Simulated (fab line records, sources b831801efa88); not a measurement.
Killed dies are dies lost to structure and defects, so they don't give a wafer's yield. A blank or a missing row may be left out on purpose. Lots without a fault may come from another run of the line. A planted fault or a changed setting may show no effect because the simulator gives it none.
Which tool did it? | flow sky130 | 14 lots, 42 wafers sampled, at 6 steps of a route of 708

WHAT THE GAUGES READ, wafer by wafer
The record holds no reading of a measuring or inspecting step that can be judged against a usual standard deviation.

WHICH TOOL RAN EACH LOT (tool, then ch and the chambers of the sampled wafers, then the start)
lot  | SKY_LI_CONTACT_ETCH_15             | SKY_LOCAL_INTERCONNECT_STRIP_15      | SKY_CONTACT_CMP_04            | SKY_CAP2M_METAL_ETCH_13           | SKY_CAP2M_STRIP_14                   | SKY_METAL4_ETCH_17
L957 | rie_diel-01 ch 0,1,3, day 29 09:02 | plasma_asher-03 ch 0,1, day 30 14:25 | cmp-02 ch 1,3, day 30 15:17   | rie_metal-03 ch 0,1, day 41 00:56 | plasma_asher-04 ch 0,1, day 41 01:01 | rie_diel-04 ch 0,2,3, day 42 01:47
L958 | rie_diel-01 ch 0,1, day 29 14:05   | plasma_asher-01 ch 0,1, day 30 19:55 | cmp-01 ch 0,1,3, day 30 20:47 | rie_metal-03 ch 1, day 41 02:36   | plasma_asher-02 ch 0,1, day 41 02:41 | rie_diel-01 ch 2,3, day 42 03:27
L961 | rie_diel-01 ch 0,2,3, day 30 09:59 | plasma_asher-04 ch 0,1, day 31 15:50 | cmp-02 ch 0,1,2, day 31 16:45 | rie_metal-03 ch 0,1, day 42 01:38 | plasma_asher-04 ch 0,1, day 42 01:43 | rie_diel-03 ch 1,2,3, day 43 01:29
L960 | rie_diel-03 ch 1,2, day 30 11:30   | plasma_asher-01 ch 0,1, day 31 16:53 | cmp-01 ch 1,2,3, day 31 17:45 | rie_metal-03 ch 0,1, day 42 02:31 | plasma_asher-04 ch 0,1, day 42 02:35 | rie_diel-03 ch 0,1,3, day 43 02:26
L962 | rie_diel-01 ch 0,2,3, day 31 07:00 | plasma_asher-04 ch 0,1, day 32 11:34 | cmp-01 ch 0,1,3, day 32 12:23 | rie_metal-04 ch 0,1, day 42 10:48 | plasma_asher-03 ch 0,1, day 42 10:53 | rie_diel-03 ch 0,1,3, day 43 10:30
L963 | rie_diel-02 ch 1,2,3, day 31 10:56 | plasma_asher-03 ch 0,1, day 32 15:52 | cmp-02 ch 1,2,3, day 32 16:43 | rie_metal-03 ch 0,1, day 42 17:26 | plasma_asher-04 ch 0,1, day 42 17:31 | rie_diel-03 ch 1,2,3, day 43 15:45
L964 | rie_diel-01 ch 0,1,3, day 31 21:34 | plasma_asher-01 ch 0,1, day 33 02:24 | cmp-02 ch 0,2, day 33 03:17   | rie_metal-01 ch 0, day 42 23:54   | plasma_asher-02 ch 0,1, day 42 23:59 | rie_diel-04 ch 0,2,3, day 43 23:15
L971 | rie_diel-03 ch 2,3, day 34 01:06   | plasma_asher-04 ch 0,1, day 35 05:10 | cmp-01 ch 0,1,3, day 35 06:10 | rie_metal-04 ch 0,1, day 45 01:31 | plasma_asher-02 ch 0,1, day 45 01:36 | rie_diel-01 ch 2,3, day 45 23:59
L973 | rie_diel-02 ch 0,2,3, day 34 17:09 | plasma_asher-03 ch 0,1, day 35 20:50 | cmp-02 ch 0,2,3, day 35 21:40 | rie_metal-03 ch 0,1, day 45 08:26 | plasma_asher-02 ch 0,1, day 45 08:31 | rie_diel-01 ch 1,3, day 46 06:43
L974 | rie_diel-02 ch 0,1, day 35 07:57   | plasma_asher-01 ch 0,1, day 36 11:20 | cmp-02 ch 0,2, day 36 12:13   | rie_metal-04 ch 0,1, day 46 07:24 | plasma_asher-04 ch 0,1, day 46 07:29 | rie_diel-03 ch 0,1,3, day 47 05:02
L975 | rie_diel-01 ch 0,2,3, day 35 08:54 | plasma_asher-04 ch 0,1, day 36 12:08 | cmp-02 ch 0,1, day 36 12:59   | rie_metal-01 ch 0,1, day 46 07:06 | plasma_asher-02 ch 0,1, day 46 07:11 | rie_diel-04 ch 0,1,2, day 47 05:23
L977 | rie_diel-01 ch 2,3, day 35 15:27   | plasma_asher-01 ch 0,1, day 36 19:19 | cmp-01 ch 0,1,2, day 36 20:15 | rie_metal-01 ch 0,1, day 46 08:02 | plasma_asher-03 ch 0,1, day 46 08:07 | rie_diel-01 ch 0,3, day 47 05:37
L978 | rie_diel-01 ch 0,1,3, day 36 00:52 | plasma_asher-03 ch 0,1, day 37 04:01 | cmp-01 ch 0,1,3, day 37 04:55 | rie_metal-03 ch 0,1, day 46 10:16 | plasma_asher-02 ch 0,1, day 46 10:20 | rie_diel-04 ch 1,2,3, day 47 07:41
L980 | rie_diel-02 ch 1,2,3, day 36 18:06 | plasma_asher-04 ch 0,1, day 37 21:53 | cmp-02 ch 0,1,2, day 37 22:43 | rie_metal-04 ch 0,1, day 47 04:05 | plasma_asher-03 ch 0,1, day 47 04:10 | rie_diel-01 ch 0,1,3, day 48 01:26
- SKY_LI_CONTACT_ETCH_15: etches PSG in C4F8/O2/Ar, stops on Si, target depth 600 nm.
- SKY_LOCAL_INTERCONNECT_STRIP_15: strips in O2/N2.
- SKY_CONTACT_CMP_04: polishes SiO2.
- SKY_CAP2M_METAL_ETCH_13: etches TiN in Cl2/BCl3, stops on SiO2, target depth 220 nm, time 62.9 s.
- SKY_CAP2M_STRIP_14: strips in O2/N2.
- SKY_METAL4_ETCH_17: etches SiO2 in C4F8/O2/Ar, stops on TiN, time 3.9 s, target depth 15 nm.

WHAT THE TOOLS THEMSELVES READ (means of the sampled wafers that have a number; where no wafer has one, the mark that the record gives instead)
SKY_LI_CONTACT_ETCH_15. Usual: oes_product_au 0.837 a.u., standard deviation 0.005.
lot  | tool        | oes_product_au (a.u.) | flag
L957 | rie_diel-01 | 0.834                 |
L958 | rie_diel-01 | 0.832                 |
L961 | rie_diel-01 | 0.835                 |
L960 | rie_diel-03 | 0.839                 |
L962 | rie_diel-01 | 0.833                 |
L963 | rie_diel-02 | 0.840                 |
L964 | rie_diel-01 | 0.836                 |
L971 | rie_diel-03 | 0.835                 |
L973 | rie_diel-02 | 0.833                 |
L974 | rie_diel-02 | 0.836                 |
L975 | rie_diel-01 | 0.837                 |
L977 | rie_diel-01 | 0.835                 |
L978 | rie_diel-01 | 0.839                 |
L980 | rie_diel-02 | 0.842                 |

SKY_LOCAL_INTERCONNECT_STRIP_15. Usual: drypump_motor_current_A 5.8 A, standard deviation 0.58; oes_product_au 0.424 a.u., standard deviation 0.0042; strip_time_to_endpoint_s 4.647 s, standard deviation 0.024.
lot  | tool            | drypump_motor_current_A (A) | oes_product_au (a.u.) | strip_time_to_endpoint_s (s) | flag
L957 | plasma_asher-03 | 5.9                         | 0.426                 | 4.645                        |
L958 | plasma_asher-01 | 5.7                         | 0.425                 | 4.657                        |
L961 | plasma_asher-04 | 6.2                         | 0.422                 | 4.635                        |
L960 | plasma_asher-01 | 5.7                         | 0.424                 | 4.639                        |
L962 | plasma_asher-04 | 5.7                         | 0.424                 | 4.622                        |
L963 | plasma_asher-03 | 6.0                         | 0.423                 | 4.660                        |
L964 | plasma_asher-01 | 5.7                         | 0.423                 | 4.650                        |
L971 | plasma_asher-04 | 5.7                         | 0.425                 | 4.672                        |
L973 | plasma_asher-03 | 5.9                         | 0.423                 | 4.653                        |
L974 | plasma_asher-01 | 5.3                         | 0.421                 | 4.617                        |
L975 | plasma_asher-04 | 6.1                         | 0.426                 | 4.660                        |
L977 | plasma_asher-01 | 5.7                         | 0.422                 | 4.644                        |
L978 | plasma_asher-03 | 6.0                         | 0.423                 | 4.655                        |
L980 | plasma_asher-04 | 6.1                         | 0.421                 | 4.655                        |

SKY_CONTACT_CMP_04. Usual: motor_current_A 12.4 A, standard deviation 1.1; slurry_filter_dp_kPa 13.51 kPa, standard deviation 0.14; slurry_flow_ml_min 150.0, standard deviation 0.48; time_to_endpoint_s 82 s, standard deviation 3.6.
lot  | tool   | motor_current_A (A) | slurry_filter_dp_kPa (kPa) | slurry_flow_ml_min | time_to_endpoint_s (s) | flag
L957 | cmp-02 | 12.8                | 13.54                      | 150.1              | 85                     |
L958 | cmp-01 | 12.4                | 13.54                      | 149.7              | 85                     |
L961 | cmp-02 | 12.2                | 13.67                      | 149.7              | 85                     |
L960 | cmp-01 | 12.6                | 13.58                      | 149.4              | 86                     |
L962 | cmp-01 | 12.9                | 13.47                      | 149.9              | 78                     |
L963 | cmp-02 | 12.0                | 13.42                      | 150.4              | 81                     |
L964 | cmp-02 | 11.2                | 13.67                      | 150.3              | 78                     |
L971 | cmp-01 | 12.8                | 13.42                      | 150.5              | 82                     |
L973 | cmp-02 | 12.1                | 13.48                      | 150.5              | 81                     |
L974 | cmp-02 | 11.2                | 13.45                      | 150.3              | 78                     |
L975 | cmp-02 | 13.8                | 13.48                      | 149.5              | 86                     |
L977 | cmp-01 | 11.9                | 13.53                      | 149.7              | 79                     |
L978 | cmp-01 | 12.7                | 13.54                      | 150.0              | 80                     |
L980 | cmp-02 | 12.3                | 13.47                      | 149.8              | 84                     |

SKY_CAP2M_METAL_ETCH_13. Usual: drypump_motor_current_A 5.4 A, standard deviation 0.32; oes_product_au 0.944 a.u., standard deviation 0.0072; run_length_s 91.2 s, standard deviation 0.43; throttle_valve_pct 21.900 %, standard deviation 0.0084.
lot  | tool         | drypump_motor_current_A (A) | oes_product_au (a.u.) | run_length_s (s) | throttle_valve_pct (%) | flag
L957 | rie_metal-03 | 5.3                         | 0.951                 | 91.5             | 21.894                 |
L958 | rie_metal-03 | 5.4                         | 0.946                 | 91.2             | 21.894                 |
L961 | rie_metal-03 | 5.3                         | 0.945                 | 91.4             | 21.895                 |
L960 | rie_metal-03 | 5.3                         | 0.823                 | 106.5            | 21.978                 | OFF
L962 | rie_metal-04 | 5.9                         | 0.936                 | 90.8             | 21.906                 |
L963 | rie_metal-03 | 5.2                         | 0.847                 | 106.6            | 21.971                 | OFF
L964 | rie_metal-01 | 5.4                         | 0.939                 | 91.3             | 21.903                 |
L971 | rie_metal-04 | 5.8                         | 0.954                 | 90.6             | 21.891                 |
L973 | rie_metal-03 | 5.2                         | 0.943                 | 91.5             | 21.905                 |
L974 | rie_metal-04 | 5.8                         | 0.945                 | 90.8             | 21.900                 |
L975 | rie_metal-01 | 5.2                         | 0.947                 | 91.8             | 21.892                 |
L977 | rie_metal-01 | 5.3                         | 0.941                 | 91.6             | 21.905                 |
L978 | rie_metal-03 | 5.2                         | 0.943                 | 91.5             | 21.901                 |
L980 | rie_metal-04 | 5.9                         | 0.943                 | 90.7             | 21.900                 |

SKY_CAP2M_STRIP_14. Usual: drypump_motor_current_A 5.7 A, standard deviation 0.54; oes_product_au 0.710 a.u., standard deviation 0.0048; strip_time_to_endpoint_s 12.65 s, standard deviation 0.041.
lot  | tool            | drypump_motor_current_A (A) | oes_product_au (a.u.) | strip_time_to_endpoint_s (s) | flag
L957 | plasma_asher-04 | 5.7                         | 0.709                 | 12.67                        |
L958 | plasma_asher-02 | 5.1                         | 0.712                 | 12.69                        |
L961 | plasma_asher-04 | 6.2                         | 0.709                 | 12.64                        |
L960 | plasma_asher-04 | 5.7                         | 0.714                 | 12.31                        | OFF
L962 | plasma_asher-03 | 5.9                         | 0.712                 | 12.68                        |
L963 | plasma_asher-04 | 6.2                         | 0.710                 | 12.27                        | OFF
L964 | plasma_asher-02 | 5.1                         | 0.712                 | 12.69                        |
L971 | plasma_asher-02 | 5.1                         | 0.712                 | 12.61                        |
L973 | plasma_asher-02 | 5.1                         | 0.710                 | 12.66                        |
L974 | plasma_asher-04 | 6.2                         | 0.709                 | 12.64                        |
L975 | plasma_asher-02 | 5.2                         | 0.705                 | 12.64                        |
L977 | plasma_asher-03 | 6.0                         | 0.712                 | 12.65                        |
L978 | plasma_asher-02 | 5.1                         | 0.707                 | 12.62                        |
L980 | plasma_asher-03 | 6.0                         | 0.711                 | 12.63                        |

SKY_METAL4_ETCH_17. Usual: oes_product_au 0.752 a.u., standard deviation 0.0067.
lot  | tool        | oes_product_au (a.u.) | flag
L957 | rie_diel-04 | 0.748                 |
L958 | rie_diel-01 | 0.756                 |
L961 | rie_diel-03 | 0.751                 |
L960 | rie_diel-03 | 0.625                 | OFF
L962 | rie_diel-03 | 0.753                 |
L963 | rie_diel-03 | 0.620                 | OFF
L964 | rie_diel-04 | 0.748                 |
L971 | rie_diel-01 | 0.753                 |
L973 | rie_diel-01 | 0.748                 |
L974 | rie_diel-03 | 0.742                 |
L975 | rie_diel-04 | 0.751                 |
L977 | rie_diel-01 | 0.757                 |
L978 | rie_diel-04 | 0.762                 |
L980 | rie_diel-01 | 0.747                 |

THE ANSWER, worked out from the rows above alone
Rule: a lot is off if the mean of its wafers that have a number lies more than 3 standard deviations from the usual mean. A lot without any number at a reading at which 4 lots or more have one is off too. The other lots that the step has rows for count as sound. The gauges are gone through in route order, then the tools' own readings, and for those a lot's mean is taken as printed above. The first step at which some lot is off is used, and at that step the reading that is off furthest; a lot without a number counts as furthest.
Off: L960, L963, at SKY_CAP2M_METAL_ETCH_13 (run_length_s).
A tool fits if, at that step or a process step before it, it ran every lot that is off, and no sound lot after the first of them. None of those tried fits.

WHAT THE SIMULATOR HAD PUT IN
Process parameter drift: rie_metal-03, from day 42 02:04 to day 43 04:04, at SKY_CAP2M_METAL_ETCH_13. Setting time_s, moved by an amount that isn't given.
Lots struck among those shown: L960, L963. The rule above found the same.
